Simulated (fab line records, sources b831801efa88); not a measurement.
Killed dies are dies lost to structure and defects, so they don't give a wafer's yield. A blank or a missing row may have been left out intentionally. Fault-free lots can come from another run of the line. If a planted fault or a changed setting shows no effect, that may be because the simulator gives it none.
Which tool is to blame? + flow gf180mcu + Sampling: 13 lots, 39 wafers, 6 of 602 route steps

== WHAT THE GAUGES SHOWED, per wafer ==
GF_STI_CD_MEAS_12: target cd 220 nm. Usual: 220.3 nm for cd nm, sd 1.3.
| lot  | measured    | on        | cd nm (nm)        | flag |
|------|-------------|-----------|-------------------|------|
| L228 | day 2 02:03 | cd sem-02 | 221.9 221.2 221.4 |      |
| L229 | day 2 06:22 | cd sem-01 | 220.8 220.7 220.7 |      |
| L230 | day 2 12:42 | cd sem-02 | 218.8 220.6 219.6 |      |
| L231 | day 2 16:30 | cd sem-01 | 218.7 217.9 218.4 |      |
| L232 | day 2 22:15 | cd sem-02 | 222.2 222.3 222.3 |      |
| L234 | day 3 07:35 | cd sem-01 | 222.8 221.3 221.6 |      |
| L235 | day 3 14:22 | cd sem-02 | 222.0 221.6 222.5 |      |
| L238 | day 4 04:29 | cd sem-01 | 222.4 223.4 222.5 |      |
| L240 | day 4 15:00 | cd sem-01 | 221.1 220.3 219.8 |      |
| L244 | day 5 11:08 | cd sem-02 | 221.2 222.6 221.1 |      |
| L246 | day 5 23:51 | cd sem-01 | 220.1 221.1 220.7 |      |
| L248 | day 6 08:06 | cd sem-02 | 221.5 221.3 221.0 |      |
| L251 | day 7 00:39 | cd sem-02 | 219.7 219.6 219.2 |      |

GF_NWELL_TW_MEAS_11. Usual: NWELL_TW typically reads 1571, with standard deviation 26.
| lot  | measured    | on            | NWELL_TW       | flag |
|------|-------------|---------------|----------------|------|
| L228 | day 3 07:26 | film metro-02 | 1595 1595 1588 |      |
| L229 | day 3 14:17 | film metro-04 | 1557 1561 1572 |      |
| L230 | day 3 19:47 | film metro-02 | 1597 1599 1594 |      |
| L231 | day 3 23:11 | film metro-04 | 1558 1560 1559 |      |
| L232 | day 4 05:32 | film metro-01 | 1548 1540 1546 |      |
| L234 | day 4 15:13 | film metro-01 | 1545 1545 1537 |      |
| L235 | day 4 22:33 | film metro-02 | 1600 1606 1602 |      |
| L238 | day 5 13:29 | film metro-01 | 1537 1539 1540 |      |
| L240 | day 6 02:38 | film metro-04 | 1559 1567 1558 |      |
| L244 | day 6 23:03 | film metro-02 | 1596 1601 1591 |      |
| L246 | day 7 12:50 | film metro-04 | 1458 1451 1452 | OFF  |
| L248 | day 7 20:35 | film metro-04 | 1452 1445 1451 | OFF  |
| L251 | day 8 14:41 | film metro-02 | 1600 1584 1593 |      |

GF_MVSD_OVL_MEAS_07. Usual: MVSD_OVL typically reads 0.0 nm, with standard deviation 1.3.
| lot  | measured     | on         | MVSD_OVL (nm)  | flag |
|------|--------------|------------|----------------|------|
| L228 | day 4 09:51  | overlay-01 | 1.5 -2.7 -0.1  |      |
| L229 | day 4 17:15  | overlay-01 | 1.3 2.3 1.5    |      |
| L230 | day 4 22:47  | overlay-01 | 0.4 0.6 -0.6   |      |
| L231 | day 5 02:42  | overlay-01 | 0.9 -0.1 1.6   |      |
| L232 | day 5 09:06  | overlay-02 | 2.0 1.4 2.6    |      |
| L234 | day 5 19:25  | overlay-02 | -1.4 -1.4 0.0  |      |
| L235 | day 6 03:19  | overlay-02 | 0.1 1.1 0.4    |      |
| L238 | day 6 20:03  | overlay-02 | -0.2 0.3 -0.5  |      |
| L240 | day 7 09:33  | overlay-01 | -0.1 -1.3 0.2  |      |
| L244 | day 8 06:52  | overlay-01 | 1.2 2.9 0.2    |      |
| L246 | day 8 21:44  | overlay-02 | -3.0 -1.0 -1.7 |      |
| L248 | day 9 06:23  | overlay-01 | -2.8 -2.0 -1.8 |      |
| L251 | day 10 01:02 | overlay-01 | 0.3 1.6 -0.1   |      |

GF_VT_IMPLANT_RS_MEAS_47: a four-point-probe measurement. Usual: NWELL_RS typically reads 487.8 ohm/sq, with standard deviation 1.3.
| lot  | measured     | on            | NWELL_RS (ohm/sq) | flag |
|------|--------------|---------------|-------------------|------|
| L228 | day 7 11:58  | film metro-04 | 491.3 489.4 489.9 |      |
| L229 | day 7 21:05  | film metro-01 | 485.1 487.6 486.1 |      |
| L230 | day 8 03:52  | film metro-02 | 489.5 488.2 488.1 |      |
| L231 | day 8 07:07  | film metro-02 | 487.6 488.3 486.3 |      |
| L232 | day 8 14:43  | film metro-01 | 488.7 488.3 488.3 |      |
| L234 | day 9 04:56  | film metro-02 | 488.4 489.8 488.3 |      |
| L235 | day 9 12:53  | film metro-02 | 488.4 487.9 488.6 |      |
| L238 | day 10 09:25 | film metro-01 | 489.3 488.5 487.5 |      |
| L240 | day 11 00:44 | film metro-01 | 486.9 485.5 486.7 |      |
| L244 | day 12 00:55 | film metro-01 | 486.8 485.0 485.7 |      |
| L246 | day 12 18:22 | film metro-01 | 565.2 564.9 563.5 | OFF  |
| L248 | day 13 04:25 | film metro-02 | 564.8 564.8 564.2 | OFF  |
| L251 | day 14 03:16 | film metro-02 | 487.6 488.3 486.5 |      |

== WHAT TOOL EACH LOT RAN ON (gives the tool, then ch and the chambers of the sampled wafers, and finally the start) ==
| lot  | GF_STI_STRIP_15                     | GF_NWELL_IMPLANT_08            |
|------|-------------------------------------|--------------------------------|
| L228 | plasma asher-03 ch 0,1, day 2 02:20 | implanter-01 ch 0, day 3 07:02 |
| L229 | plasma asher-04 ch 0,1, day 2 06:37 | implanter-02 ch 0, day 3 13:55 |
| L230 | plasma asher-04 ch 0,1, day 2 12:58 | implanter-02 ch 0, day 3 19:23 |
| L231 | plasma asher-04 ch 0,1, day 2 16:47 | implanter-02 ch 0, day 3 22:47 |
| L232 | plasma asher-04 ch 0,1, day 2 22:31 | implanter-02 ch 0, day 4 05:08 |
| L234 | plasma asher-02 ch 0,1, day 3 07:51 | implanter-01 ch 0, day 4 14:50 |
| L235 | plasma asher-04 ch 0,1, day 3 14:37 | implanter-02 ch 0, day 4 22:10 |
| L238 | plasma asher-04 ch 0,1, day 4 04:46 | implanter-01 ch 0, day 5 13:05 |
| L240 | plasma asher-02 ch 0,1, day 4 15:16 | implanter-02 ch 0, day 6 02:14 |
| L244 | plasma asher-03 ch 0,1, day 5 11:25 | implanter-01 ch 0, day 6 22:41 |
| L246 | plasma asher-03 ch 0,1, day 6 00:07 | implanter-02 ch 0, day 7 12:26 |
| L248 | plasma asher-02 ch 0,1, day 6 08:22 | implanter-02 ch 0, day 7 20:11 |
| L251 | plasma asher-04 ch 0,1, day 7 00:55 | implanter-01 ch 0, day 8 14:17 |
- GF_STI_STRIP_15: strips in O2/N2.
- GF_NWELL_IMPLANT_08

== AS READ BY THE TOOLS THEMSELVES (means over the sampled wafers that have a number; for cases with no such wafer, the mark the record gives instead) ==
GF_STI_STRIP_15. Usual: drypump motor current A 5.6 A, standard deviation 0.56; heater power w 329 W, standard deviation 29; oes product au 0.384 a.u., standard deviation 0.0053; platen temp c 250.01 C, standard deviation 0.19; strip time to endpoint s 3.73 s, standard deviation 0.047.
| lot  | tool            | drypump motor current A (A) | heater power w (W) | oes product au (a.u.) | platen temp c (C) | strip time to endpoint s (s) | flag |
|------|-----------------|-----------------------------|--------------------|-----------------------|-------------------|------------------------------|------|
| L228 | plasma asher-03 | 6.1                         | 347                | 0.383                 | 249.98            | 3.74                         |      |
| L229 | plasma asher-04 | 5.2                         | 320                | 0.384                 | 249.94            | 3.77                         |      |
| L230 | plasma asher-04 | 5.1                         | 328                | 0.392                 | 249.91            | 3.79                         |      |
| L231 | plasma asher-04 | 5.2                         | 322                | 0.384                 | 249.95            | 3.73                         |      |
| L232 | plasma asher-04 | 5.1                         | 324                | 0.387                 | 250.01            | 3.75                         |      |
| L234 | plasma asher-02 | 6.2                         | 314                | 0.385                 | 249.91            | 3.74                         |      |
| L235 | plasma asher-04 | 5.2                         | 322                | 0.381                 | 249.99            | 3.70                         |      |
| L238 | plasma asher-04 | 5.2                         | 325                | 0.382                 | 250.01            | 3.73                         |      |
| L240 | plasma asher-02 | 6.2                         | 305                | 0.386                 | 250.09            | 3.68                         |      |
| L244 | plasma asher-03 | 6.2                         | 341                | 0.384                 | 250.12            | 3.74                         |      |
| L246 | plasma asher-03 | 6.3                         | 366                | 0.379                 | 249.95            | 3.70                         |      |
| L248 | plasma asher-02 | 6.2                         | 307                | 0.386                 | 249.90            | 3.69                         |      |
| L251 | plasma asher-04 | 5.2                         | 322                | 0.384                 | 250.22            | 3.74                         |      |

== THE ANSWER, worked out from the rows above alone ==
Rule: a lot is off if the mean of its wafers that have a number lies more than 3 standard deviations from the usual mean. Also off: a lot with no number at a reading for which 4 or more lots have one. Any other lot the step has rows for is counted as sound. The gauges are gone through in route order, then the tools' own readings, and for those a lot's mean is taken as printed above. At the first step where some lot is off, the reading lying furthest off is the one used; lots without a number count as furthest.
Off: at GF_NWELL_TW_MEAS_11 (NWELL_TW), L246, L248.
If a tool, at a process step before that reading, ran all the lots that are off and no sound lot after the first of them, it fits. Not tried: the gauges at GF_NWELL_TW_MEAS_11; whatever is off there is also off at GF_VT_IMPLANT_RS_MEAS_47, on other tools, and gauge error can't account for it. One candidate fits, namely implanter-02 at GF_NWELL_IMPLANT_08. Its last sound lot is L240 (day 6 02:14), its first lot that is off L246 (day 7 12:26): a fault that began between those two fits.

== WHAT HAD BEEN PUT IN BY THE SIMULATOR ==
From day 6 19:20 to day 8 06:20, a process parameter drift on implanter-02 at GF_NWELL_IMPLANT_08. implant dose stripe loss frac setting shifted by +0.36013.
Lots struck among those shown: L246, L248. The rule above reached the same finding.
